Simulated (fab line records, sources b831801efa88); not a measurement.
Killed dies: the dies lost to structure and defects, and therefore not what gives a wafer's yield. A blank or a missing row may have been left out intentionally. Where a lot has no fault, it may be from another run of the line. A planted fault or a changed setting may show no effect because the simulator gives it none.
Check for tools in common :: flow sky130 :: Lots sampled 12, wafers sampled 36

WHY THIS WAS OPENED
Of 12 lots, 4 have the reading NWELL_2_TW flagged at SKY_NWELL_TW_MEAS_26. Wafers without a fault read 502, standard deviation 5.4.
Rule: a lot gets a flag if all its wafers with a number sit over 4 standard deviations from that mean, or if no wafer of it has a number. As for the other lots, they are considered sound.

lot: L436
measured: day 5 08:13
on: film metro-02
NWELL_2_TW, wafer by wafer: 497 499 497
flag: 

lot: L438
measured: day 5 20:11
on: film metro-04
NWELL_2_TW, wafer by wafer: 507 508 506
flag: 

lot: L439
measured: day 5 23:17
on: film metro-01
NWELL_2_TW, wafer by wafer: 501 502 497
flag: 

lot: L440
measured: day 6 05:52
on: film metro-01
NWELL_2_TW, wafer by wafer: 501 498 499
flag: 

lot: L442
measured: day 6 19:19
on: film metro-02
NWELL_2_TW, wafer by wafer: 497 501 498
flag: 

lot: L443
measured: day 7 04:50
on: film metro-02
NWELL_2_TW, wafer by wafer: 497 499 498
flag: 

lot: L444
measured: day 7 08:19
on: film metro-04
NWELL_2_TW, wafer by wafer: 511 509 509
flag: 

lot: L445
measured: day 7 15:13
on: film metro-02
NWELL_2_TW, wafer by wafer: 500 497 500
flag: 

lot: L447
measured: day 7 23:13
on: film metro-01
NWELL_2_TW, wafer by wafer: 961 956 958
flag: FLAGGED

lot: L448
measured: day 8 07:24
on: film metro-01
NWELL_2_TW, wafer by wafer: 959 962 956
flag: FLAGGED

lot: L449
measured: day 8 15:24
on: film metro-02
NWELL_2_TW, wafer by wafer: 946 951 951
flag: FLAGGED

lot: L450
measured: day 8 23:35
on: film metro-04
NWELL_2_TW, wafer by wafer: 975 978 979
flag: FLAGGED
Average over the flagged lots: 961; offset from the usual +459, equal to +85 standard deviations.

WHICH TOOL RAN EACH LOT
The record holds 1 process step before the reading, out of a route of 708 steps. Read each cell as the tool, then ch plus the chambers that the sampled wafers visited, then the start.
lot: L436
flag: 
SKY_NWELL_IMPLANT_24: implanter-01 ch 0, day 5 07:58

lot: L438
flag: 
SKY_NWELL_IMPLANT_24: implanter-03 ch 0, day 5 16:10

lot: L439
flag: 
SKY_NWELL_IMPLANT_24: implanter-02 ch 0, day 5 23:02

lot: L440
flag: 
SKY_NWELL_IMPLANT_24: implanter-03 ch 0, day 6 05:38

lot: L442
flag: 
SKY_NWELL_IMPLANT_24: implanter-03 ch 0, day 6 19:04

lot: L443
flag: 
SKY_NWELL_IMPLANT_24: implanter-02 ch 0, day 7 04:37

lot: L444
flag: 
SKY_NWELL_IMPLANT_24: implanter-03 ch 0, day 7 08:06

lot: L445
flag: 
SKY_NWELL_IMPLANT_24: implanter-01 ch 0, day 7 14:58

lot: L447
flag: FLAGGED
SKY_NWELL_IMPLANT_24: implanter-03 ch 0, day 7 22:58

lot: L448
flag: FLAGGED
SKY_NWELL_IMPLANT_24: implanter-02 ch 0, day 8 07:11

lot: L449
flag: FLAGGED
SKY_NWELL_IMPLANT_24: implanter-02 ch 0, day 8 15:11

lot: L450
flag: FLAGGED
SKY_NWELL_IMPLANT_24: implanter-03 ch 0, day 8 23:21
What is done by these steps:
- SKY_NWELL_IMPLANT_24
- SKY_NWELL_TW_MEAS_26

FLAGGED AGAINST TOTAL, ONE TOOL AT A TIME (gauges that did the reading follow at the end)
step: SKY_NWELL_IMPLANT_24
tool: implanter-01
lots run: 2
flagged: 0
share of the flagged lots: none
sound lots run after its first flagged lot: -

step: SKY_NWELL_IMPLANT_24
tool: implanter-02
lots run: 4
flagged: 2
share of the flagged lots: some
sound lots run after its first flagged lot: 0

step: SKY_NWELL_IMPLANT_24
tool: implanter-03
lots run: 6
flagged: 2
share of the flagged lots: some
sound lots run after its first flagged lot: 0

step: SKY_NWELL_TW_MEAS_26
tool: film metro-01
lots run: 4
flagged: 2
share of the flagged lots: some
sound lots run after its first flagged lot: 0

step: SKY_NWELL_TW_MEAS_26
tool: film metro-02
lots run: 5
flagged: 1
share of the flagged lots: some
sound lots run after its first flagged lot: 0

step: SKY_NWELL_TW_MEAS_26
tool: film metro-04
lots run: 3
flagged: 1
share of the flagged lots: some
sound lots run after its first flagged lot: 0

WHAT THE TABLE PERMITS
No row of the table ran every flagged lot.

WHAT WAS PUT IN BY THE SIMULATOR
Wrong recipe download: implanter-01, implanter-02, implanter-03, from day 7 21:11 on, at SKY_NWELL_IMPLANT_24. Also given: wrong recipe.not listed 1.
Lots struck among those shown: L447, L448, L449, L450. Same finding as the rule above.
